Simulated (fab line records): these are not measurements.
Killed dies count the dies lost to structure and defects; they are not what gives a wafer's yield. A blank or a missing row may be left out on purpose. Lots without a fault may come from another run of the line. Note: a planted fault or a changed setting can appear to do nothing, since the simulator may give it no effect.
2 desks, one fault + flow sky130 + numbers are kept per desk, each desk with only its own; the story behind them comes last

THE METROLOGY DESK
What the gauges read, lot by lot, whatever tool the lot ran on: means of the sampled wafers that have a number. A lot is out of limits, marked OUT, if its mean lies more than 4 standard deviations from the usual mean; the brackets give that distance.
Columns: A = CONTACT_BOW at SKY_CONTACT_BOW_MEAS_05, usual 81 um; B = CONTACT_OVL at SKY_CONTACT_OVL_MEAS_15, usual 3 nm; C = VIA1_W_RS at SKY_VIA1_RS_MEAS_22, usual 0.427 ohm/sq
| lot  | first seen here | A  | B  | C     |
|------|-----------------|----|----|-------|
| L677 | day 32 02:01    | 78 | -4 | 0.421 |
| L678 | day 32 06:14    | 85 | 6  | 0.434 |
| L681 | day 32 15:50    | 79 | 5  | 0.431 |
| L682 | day 32 19:15    | 80 | -4 | 0.420 |
| L680 | day 32 21:34    | 76 | 3  | 0.424 |
| L683 | day 33 06:06    | 74 | 12 | 0.431 |
| L689 | day 35 07:25    | 87 | 2  | 0.428 |
| L695 | day 36 19:33    | 77 | -8 | 0.421 |
| L696 | day 36 21:26    | 78 | -4 | 0.422 |
| L698 | day 37 04:53    | 78 | 13 | 0.432 |
| L699 | day 37 11:38    | 71 | 4  | 0.433 |
This desk's verdict: no lot among the 11 shows anything out of limits.

AT THE TOOL OWNER'S DESK: pvd_sputter-04
The tool's own readings at SKY_METAL4_SPUTTER_02 (material AlCu, target thk 735 nm, time 39.1 s): means of the sampled wafers that have a number, for each lot that ran on this tool. A lot is out of limits, marked OUT, if its mean lies more than 4 standard deviations from the usual mean; the brackets give that distance.
Columns: A = throttle_valve_pct at SKY_METAL4_SPUTTER_02, usual 29.5 %
| lot  | first seen here | A    |
|------|-----------------|------|
| L677 | day 41 04:55    | 29.5 |
| L678 | day 41 07:32    | 28.7 |
| L681 | day 41 14:57    | 29.0 |
| L680 | day 41 20:58    | 29.0 |
| L683 | day 42 03:40    | 28.5 |
| L689 | day 43 20:28    | 30.0 |
This desk's verdict: no lot among the 6 shows anything out of limits.

TAKEN TOGETHER
At the metrology desk, nothing out of limits was observed.
The desk of the tool owner found nothing out of limits.

WHAT THE SIMULATOR PUT IN
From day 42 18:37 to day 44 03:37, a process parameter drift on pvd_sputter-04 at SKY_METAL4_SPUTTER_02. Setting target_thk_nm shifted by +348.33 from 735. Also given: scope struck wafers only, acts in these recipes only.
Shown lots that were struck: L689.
